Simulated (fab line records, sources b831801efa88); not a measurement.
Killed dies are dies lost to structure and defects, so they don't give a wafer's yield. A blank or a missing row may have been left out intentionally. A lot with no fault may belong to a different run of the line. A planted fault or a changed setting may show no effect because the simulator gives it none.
Shared-tool check    flow sky130    Lots sampled 11, wafers sampled 33

REASON IT WAS OPENED
At SKY_SPACER_THK_MEAS_01 the reading SPACER_CVD_00_THK is flagged on 2 of 11 lots. Fault-free wafers read 42.9 nm, with a standard deviation of 0.44.
Rule: a lot is flagged in two cases, either no wafer of it has a number, or all its wafers with numbers fall more than 4 standard deviations from that mean. All remaining lots are regarded as sound.

lot   measured      on             SPACER_CVD_00_THK (nm), wafer by wafer  flag
L750  day 22 12:05  film metro-01  43.1 42.9 42.8                          
L751  day 22 21:07  film metro-01  43.2 43.2 43.4                          
L752  day 23 18:17  film metro-03  42.6 42.5 42.8                          
L753  day 24 00:56  film metro-04  43.2 43.1 43.0                          
L754  day 24 08:05  film metro-01  41.6 41.2 41.8                          
L755  day 24 22:02  film metro-04  42.4 43.0 42.8                          
L756  day 25 03:58  film metro-01  42.9 43.0 43.1                          
L757  day 25 11:37  film metro-01  43.2 43.1 43.4                          
L758  day 25 14:10  film metro-01  42.3 42.9 42.2                          
L764  day 27 18:26  film metro-01  37.7 37.5 37.7                          FLAGGED
L765  day 28 10:14  film metro-04  37.2 37.0 37.3                          FLAGGED
The numbers of the flagged lots are 37.4 nm on average: -5.5 nm against the usual, or -12 standard deviations.

LOT BY LOT: THE TOOL USED
The record keeps 1 process step preceding the reading, out of 708 steps on the route. Read each cell as the tool, then ch plus the chambers that the sampled wafers visited, then the start.
lot   flag     SKY_SPACER_CVD_00
L750           lpcvd-02 ch 0, day 22 10:53
L751           lpcvd-02 ch 1, day 22 19:55
L752           lpcvd-02 ch 1, day 23 17:04
L753           lpcvd-02 ch 1, day 23 23:44
L754           lpcvd-02 ch 0, day 24 06:53
L755           lpcvd-02 ch 0, day 24 20:50
L756           lpcvd-02 ch 1, day 25 02:45
L757           lpcvd-02 ch 0, day 25 10:24
L758           lpcvd-02 ch 0, day 25 12:58
L764  FLAGGED  lpcvd-02 ch 1, day 27 17:14
L765  FLAGGED  lpcvd-02 ch 0, day 28 08:26
What these steps do:
- SKY_SPACER_CVD_00: deposits Si3N4 from DCS/NH3, target thk 43.1 nm, time 740 s.
- SKY_SPACER_THK_MEAS_01

FLAGGED OVER TOTAL, TOOL BY TOOL (the gauges that took the reading come last)
step                    tool           lots run  flagged  share of the flagged lots  sound lots run after its first flagged lot
SKY_SPACER_CVD_00       lpcvd-02       11        2        all                        0
SKY_SPACER_THK_MEAS_01  film metro-01  7         1        some                       0
SKY_SPACER_THK_MEAS_01  film metro-03  1         0        none                       -
SKY_SPACER_THK_MEAS_01  film metro-04  3         1        some                       0

WHAT THE TABLE ALLOWS
Rows of the table that ran each flagged lot: 1, that is lpcvd-02 at SKY_SPACER_CVD_00.
- lpcvd-02 at SKY_SPACER_CVD_00: 2 of its 11 lots flagged. It ran its last sound lot, L758, at day 25 12:58 and its first flagged lot, L764, at day 27 17:14: a fault with its onset between the two fits. Its own readings (spike tc lower C, spike tc top C) fall more than 4 standard deviations out on all wafers of the flagged lots.
What remains is a single tool, lpcvd-02 at SKY_SPACER_CVD_00.

WHAT THE SIMULATOR PUT IN
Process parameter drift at SKY_SPACER_CVD_00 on lpcvd-02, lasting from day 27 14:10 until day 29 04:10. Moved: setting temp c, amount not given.
Struck lots among those shown: L764, L765. The rule above found the same.
